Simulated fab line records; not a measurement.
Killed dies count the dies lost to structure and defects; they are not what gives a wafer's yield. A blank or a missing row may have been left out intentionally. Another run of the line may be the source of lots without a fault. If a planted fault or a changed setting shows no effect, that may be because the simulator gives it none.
A struck lot beside a sound one	flow sky130	19 steps out of a route of 708
Sound: the wafers L847.1, L847.3, L847.5. Wafers L836.3, L836.4, L836.6 were the ones struck. At the end, the cause is stated.
Per side, at each step with rows, come the tool, then ch with its chambers, and then its first start. Under that, the readings that differ: sound wafers	struck wafers	difference of the means	sigmas: that difference in standard deviations of wafers without a fault.
alike: readings whose means differ by less than 2 such deviations, and words and numbers that are the same on both sides. not compared: withheld readings, readings that some wafer has no value for, bounds like >300 that may hide the same value, and numbers for which the record gives no deviation and whose values overlap.
Wherever a step has rows on one side only, a row that says differs or no value, or a row with sigmas, the two part there. Numbers that have no deviation but don't overlap get no sigmas and don't part them. A reading missing from all wafers of one side parts the sides only when that side holds two or more wafers.

SKY_LDD_HVP_OVL_MEAS_07:
  sound on overlay-02 at day 28 01:35; struck on overlay-01 at day 24 10:06
  alike: LDD_HVP_OVL
following that, these wafers have no rows for 1 step: SKY_LDD_HVP_IMPLANT_08.
SKY_LDD_HVP_STRIP_09: strips in O2/N2.
  sound on plasma-asher-03 ch 0,1, day 28 01:47; struck on plasma-asher-01 ch 0,1, day 24 10:19
  alike: drypump-motor-current-A, oes-product-au, strip-time-to-endpoint-s
  not compared: rf-hours-counter-h
SKY_LDD_HVP_TW_MEAS_10:
  sound on film-metro-04 at day 28 01:53; struck on film-metro-04 at day 24 10:24
  alike: LDD_HVP_TW
then, 7 steps without rows for these wafers: SKY_LDD_LDN_DEHYDRATE_00 (time 60 s); SKY_LDD_LDN_HMDS_01 (prime time 60 s); SKY_LDD_LDN_COAT_02 (resist thk 1140 nm); SKY_LDD_LDN_SOFTBAKE_03 (time 60 s); SKY_LDD_LDN_EXPOSE_04 (exposes mask LDNTM, target cd 700 nm); SKY_LDD_LDN_PEB_05; SKY_LDD_LDN_DEVELOP_06 (develop time 60 s).
SKY_LDD_LDN_OVL_MEAS_07:
  sound on overlay-02 at day 29 06:56; struck on overlay-01 at day 25 15:55
  alike: LDD_LDN_OVL
SKY_LDD_LDN_IMPLANT_08:
  struck on implanter-02, day 25 15:59; sound on implanter-03 ch 0, day 29 06:59
  no value came back on the struck wafers for beam-energy-keV, beam-on-s (s); on the sound wafers beam-energy-keV reads 15.001 15.004 14.998
then, 3 steps without rows for these wafers: SKY_LDD_LDN_IMPLANT_09; SKY_LDD_LDN_IMPLANT_10; SKY_LDD_LDN_IMPLANT_11.
SKY_LDD_LDN_STRIP_12: strips in O2/N2.
  sound on plasma-asher-01 ch 0,1, day 29 07:35; struck on plasma-asher-04 ch 0,1, day 25 16:34
  alike: drypump-motor-current-A, oes-product-au, strip-time-to-endpoint-s
  not compared: rf-hours-counter-h
SKY_LDD_LDN_TW_MEAS_13:
  sound on film-metro-03 at day 29 07:41; struck on film-metro-01 at day 25 16:39
reading	sound	struck	difference	sigmas
LDD_LDN_TW	1482 1482 1493	1347 1345 1351	-138	-18
then, 1 step without rows for these wafers: SKY_LDD_LDN_CLEAN_14 (cleans in SC1/SC2, time 150 s).

## WHERE THEY PART
First at SKY_LDD_LDN_IMPLANT_08; last, within this record, at SKY_LDD_LDN_TW_MEAS_13.

WHY: what had been put in by the simulator
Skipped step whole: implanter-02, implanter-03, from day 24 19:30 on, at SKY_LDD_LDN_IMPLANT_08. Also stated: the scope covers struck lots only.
